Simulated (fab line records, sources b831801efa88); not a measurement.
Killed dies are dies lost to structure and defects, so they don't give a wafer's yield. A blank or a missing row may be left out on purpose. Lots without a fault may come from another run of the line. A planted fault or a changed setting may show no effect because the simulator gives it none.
Problem report in the 8D (eight disciplines) form, filled by code | flow sfq_line | the parts of the form that need people (team, actions taken, sign-off) are left out

1. THE PROBLEM
thk_nm at SFQ_TRILAYER_I7_METRO_MEASURE_185 reads a mean of 178.2 nm on 3 wafers of 2 lots; wafers without a fault read 199.9 nm with a standard deviation of 1.1. That is -20 standard deviations from the usual mean.
First seen on wafer L812.3, day 78 16:23, on film_metro-03. The record holds 18 wafers of 6 lots with a number at this step. Rule for "out", or "out of limits": more than 4 standard deviations from the usual mean. The other wafers with a number count as sound.

2. WHAT IT IS AND WHAT IT IS NOT
question                    | is                     | is not
which readings at this step | thk_nm                 | -
which lots                  | L812, L815             | L803, L813, L823, L826
which wafers of those lots  | L812.3, L815.3, L815.5 | L812.1, L812.5, L815.2
read on which tools         | film_metro-03          | film_metro-01
when                        | from day 78 16:23      | up to then (5 sound wafers); but 10 sound wafers of L813, L815, L823, L826 came after

3. SUSPECTS, AND WHAT RULES EACH OUT
Counting: a tool at a process step up to the reading stays a suspect if it ran every lot that is out. Sound lots after the first of them don't rule it out here, since some wafers of a struck lot are sound.
- pecvd-01 at SFQ_TRILAYER_I7_DEP_PECVD_183 (deposits SiO2 from SiH4/N2O, time 111.11 s, target thk 500 nm): kept. It ran every lot that is out, first L812 (day 78 07:06).
- cmp-01 at SFQ_TRILAYER_I7_CMP_CMP_184 (polishes SiO2): kept. It ran every lot that is out, first L812 (day 78 07:40); its last sound lot up to then is L803 (day 73 23:59).
- film_metro-03 at SFQ_TRILAYER_I7_METRO_MEASURE_185: kept. It ran every lot that is out, first L812 (day 78 16:23); its last sound lot up to then is L803 (day 74 03:30). Its own readings are out on those wafers: thk_nm.
- Within pecvd-01 at SFQ_TRILAYER_I7_DEP_PECVD_183: the wafers that are out ran in chambers 0, 1; their sound lot-mates ran in chamber 2.
- Within cmp-01 at SFQ_TRILAYER_I7_CMP_CMP_184: the wafers that are out ran in chamber 2; their sound lot-mates ran in chambers 0, 1.
Left after counting: pecvd-01 at SFQ_TRILAYER_I7_DEP_PECVD_183, cmp-01 at SFQ_TRILAYER_I7_CMP_CMP_184, film_metro-03 at SFQ_TRILAYER_I7_METRO_MEASURE_185.

4. THE CAUSE (what the simulator had put in)
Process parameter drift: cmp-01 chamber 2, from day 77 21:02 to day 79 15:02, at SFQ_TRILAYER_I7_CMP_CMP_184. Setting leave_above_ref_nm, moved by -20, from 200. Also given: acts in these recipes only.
Counting left 3 suspects, and this tool is among them.

5. THE CHAIN OF EFFECTS, in route order
Each row: a reading whose mean over the struck wafers that have a number lies more than 3 standard deviations from the usual. Only readings for which the record gives a usual standard deviation are gone through. hours: the time from each lot's start at the first step in this table that gives one to its start at this step, as a median over the lots. sigmas: the change in usual standard deviations.
hours | step                                  | reading        | usual      | on struck wafers | change | sigmas
0     | SFQ_TRILAYER_I7_METRO_MEASURE_185     | thk_nm         | 199.9 nm   | 178.2            | -21.7  | -20
7     | SFQ_TRILAYER_I7_VIA_ETCH_VIA_ETCH_190 | oes_product_au | 0.854 a.u. | 0.802            | -0.052 | -9.6
The process steps in it:
- SFQ_TRILAYER_I7_METRO_MEASURE_185
- SFQ_TRILAYER_I7_VIA_ETCH_VIA_ETCH_190: etches SiO2 in CHF3, stops on Nb, target depth 260 nm.
Later measuring or inspecting steps at which every struck wafer that the step has a row for has a number for every such reading, and none has moved that far: SFQ_I7_OVL_MEAS_947.

6. WHAT WOULD HAVE CAUGHT IT SOONER
In this record the first reading out of limits was taken at day 78 16:23, 19 hours after the fault began at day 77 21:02.
Of the tool readings at SFQ_TRILAYER_I7_CMP_CMP_184 for which the record gives a usual standard deviation, none was out on any struck wafer, so an alarm limit of 4 standard deviations on them would not have fired.
Of the lots that are out (2), L815 began SFQ_TRILAYER_I7_CMP_CMP_184 on cmp-01 after day 78 16:23. A hold on the tool at that time would have spared it.
